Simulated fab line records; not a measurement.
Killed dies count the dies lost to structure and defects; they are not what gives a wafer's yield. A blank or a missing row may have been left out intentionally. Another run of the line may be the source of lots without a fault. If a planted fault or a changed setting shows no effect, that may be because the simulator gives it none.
A lot that was struck, set against a sound lot || flow sky130 || 32 steps out of a route of 708
Sound: these wafers, L961.1, L961.3, L961.4. Struck: wafers L963.2, L963.5, L963.6. The cause is named last.
Order at every step that has rows: each side's tool, ch and its chambers, its first start. Under that, the readings that differ: sound wafers || struck wafers || difference of the means || sigmas: that difference in standard deviations of wafers without a fault.
alike: same words and numbers on both sides, and readings whose means sit less than 2 such deviations apart. not compared: any withheld reading, any reading some wafer has no value for, any bound like >300 that may hide the same value, and any number with overlapping values for which the record gives no deviation.
A row with sigmas, a row that says differs or no value, or rows on one side alone: a step with any of these is where the two part. Non-overlapping numbers with no deviation appear without sigmas and do not part them. Lack of a reading on every wafer of one side parts them only where that side has two or more wafers.

SKY_CAP2M_THK_MEAS_01:
  struck on film-metro-04, day 41 19:11; sound on film-metro-03, day 41 01:50
  alike: CAP2M_CVD_00_THK
SKY_CAP2M_SPUTTER_02: material TiN, target thk 200 nm, time 166.7 s.
  struck on pvd-sputter-03, day 41 19:14; sound on pvd-sputter-02, day 41 01:54
  alike: chamber-pressure-pa, susceptor-temp-C, throttle-valve-pct
SKY_CAP2M_RS_MEAS_03: the measuring method here is four-point-probe.
  struck on film-metro-01, day 41 19:22; sound on film-metro-03, day 41 02:01
{"reading": "CAP2M_TIN_RS (ohm/sq)", "sound": "6.84 6.88 6.88", "struck": "6.68 6.70 6.74", "difference": -0.16, "sigmas": -2}
SKY_CAP2M_THK_MEAS_04: measures by xrf.
  struck on film-metro-01, day 41 19:29; sound on film-metro-03, day 41 02:08
{"reading": "CAP2M_TIN_THK (nm)", "sound": "202.7 201.0 202.4", "struck": "208.1 207.2 206.1", "difference": "+5.1", "sigmas": "+2"}
then, 7 steps without rows for these wafers: SKY_CAP2M_DEHYDRATE_05 (time 60 s); SKY_CAP2M_HMDS_06 (prime time 60 s); SKY_CAP2M_COAT_07 (resist thk 1140 nm); SKY_CAP2M_SOFTBAKE_08 (time 60 s); SKY_CAP2M_EXPOSE_09 (exposes mask CAP2M, target cd 1000 nm); SKY_CAP2M_PEB_10; SKY_CAP2M_DEVELOP_11 (develop time 60 s).
SKY_CAP2M_OVL_MEAS_12:
  struck on overlay-02, day 42 17:25; sound on overlay-01, day 42 01:36
  alike: CAP2M_OVL
SKY_CAP2M_METAL_ETCH_13: etches TiN in Cl2/BCl3, stops on SiO2, target depth 220 nm, time 62.9 s.
  sound on rie-metal-03 ch 0,1, day 42 01:38; struck on rie-metal-03 ch 0,1, day 42 17:26
{"reading": "oes-product-au (a.u.)", "sound": "0.940 0.943 0.939", "struck": "0.833 0.843 0.845", "difference": -0.100, "sigmas": -14}
{"reading": "run-length-s (s)", "sound": "91.4 91.4 91.3", "struck": "107.0 106.8 106.4", "difference": "+15.4", "sigmas": "+36"}
{"reading": "throttle-valve-pct (%)", "sound": "21.902 21.891 21.908", "struck": "21.974 21.960 21.967", "difference": "+0.067", "sigmas": "+8"}
{"reading": "model.NOVOLAK_of_CAP2M_COAT_07.thk-nm (nm)", "sound": "997.4 991.1 999.9", "struck": "958.7 961.9 960.5", "difference": -35.8, "sigmas": ""}
{"reading": "model.CAP2M.feature-depth-nm (nm)", "sound": "201.5 200.8 200.6", "struck": "212 211.3 209.6", "difference": "+10", "sigmas": ""}
{"reading": "model.SiO2_of_CAP2M_CVD_00.thk-nm (nm)", "sound": "15.38 15.39 15.73", "struck": "9.908 10.2 10.15", "difference": -5.414, "sigmas": ""}
  alike: drypump-motor-current-A
  not compared: rf-hours-counter-h
SKY_CAP2M_STRIP_14: strips in O2/N2.
  sound on plasma-asher-04 ch 0,1, day 42 01:43; struck on plasma-asher-04 ch 0,1, day 42 17:31
{"reading": "strip-time-to-endpoint-s (s)", "sound": "12.72 12.63 12.73", "struck": "12.24 12.29 12.28", "difference": -0.42, "sigmas": -10}
  alike: drypump-motor-current-A, oes-product-au
  not compared: rf-hours-counter-h
then, 11 steps without rows for these wafers: SKY_CAP2M_STRIP_15 (strips in post etch residue remover, time 1200 s); SKY_CAP2M_CLEAN_16 (cleans in IPA, time 180 s); SKY_CAP2M_CLEAN_17 (cleans in O3/DIW); SKY_METAL4_DEHYDRATE_05 (time 60 s); SKY_METAL4_HMDS_06 (prime time 60 s); SKY_METAL4_COAT_07 (resist thk 60 nm); SKY_METAL4_COAT_08 (resist thk 1140 nm); SKY_METAL4_SOFTBAKE_09 (time 90 s); SKY_METAL4_EXPOSE_10 (exposes mask MM4, target cd 300 nm); SKY_METAL4_PEB_11; SKY_METAL4_DEVELOP_12 (develop time 60 s).
SKY_METAL4_CD_MEAS_13 targets a cd of 300 nm.
  struck on cd-sem-02, day 43 15:29; sound on cd-sem-02, day 43 01:12
  alike: cd-nm
SKY_METAL4_OVL_MEAS_14:
  struck on overlay-02, day 43 15:35; sound on overlay-02, day 43 01:19
  alike: METAL4_OVL
SKY_METAL4_DESCUM_15: chemistry O2, time 8 s.
  sound on rie-metal-04 ch 0,1, day 43 01:22; struck on rie-metal-02 ch 0,1, day 43 15:37
  alike: drypump-motor-current-A, oes-product-au
  not compared: rf-hours-counter-h
SKY_METAL4_ETCH_16: etches BARC in N2/H2, stops on SiO2, time 88.2 s, target depth 60 nm.
  sound on rie-metal-04 ch 0,1, day 43 01:23; struck on rie-metal-02 ch 0,1, day 43 15:40
  alike: drypump-motor-current-A, oes-product-au, run-length-s, throttle-valve-pct
  not compared: rf-hours-counter-h
SKY_METAL4_ETCH_17: etches SiO2 in C4F8/O2/Ar, stops on TiN, time 3.9 s, target depth 15 nm.
  sound on rie-diel-03 ch 0,1,2, day 43 01:29; struck on rie-diel-03 ch 0,3, day 43 15:45
{"reading": "oes-product-au (a.u.)", "sound": "0.750 0.755 0.761", "struck": "0.619 0.626 0.623", "difference": -0.133, "sigmas": -20}
  not compared: rf-hours-counter-h
SKY_METAL4_METAL_ETCH_18: etches the open film in Cl2/BCl3, stops on SiO2, target depth 845 nm, time 183.1 s.
  sound on rie-metal-02 ch 0,1, day 43 01:31; struck on rie-metal-01 ch 0,1, day 43 15:46
  alike: drypump-motor-current-A, oes-product-au, run-length-s, throttle-valve-pct
  not compared: rf-hours-counter-h
-- the record jumps here: 4 days lie between the struck wafers' starts before and after (it left off in module METAL4 and takes up again in module PAD_OPEN, whose first step shown is number 708 of the route) --
SKY_PAD_OPEN_PROBE_99:
  struck on prober-01, day 47 11:08; sound on prober-02, day 46 22:46
{"reading": "model.etest.cap-mim2.bv-v (V)", "sound": "13.56 13.93", "struck": "13.25 12.88", "difference": -0.68, "sigmas": ""}
{"reading": "model.etest.cap-mim2.leak-log10-a-cm2", "sound": "-8.898 -9.101", "struck": "-8.57 -8.219", "difference": "+0.61", "sigmas": ""}

== WHERE THEY PART ==
At SKY_CAP2M_RS_MEAS_03 first; at SKY_METAL4_ETCH_17 last (within this record only). Later steps at which nothing parts them and some readings are alike: SKY_METAL4_METAL_ETCH_18.

WHY: whatever the simulator had introduced
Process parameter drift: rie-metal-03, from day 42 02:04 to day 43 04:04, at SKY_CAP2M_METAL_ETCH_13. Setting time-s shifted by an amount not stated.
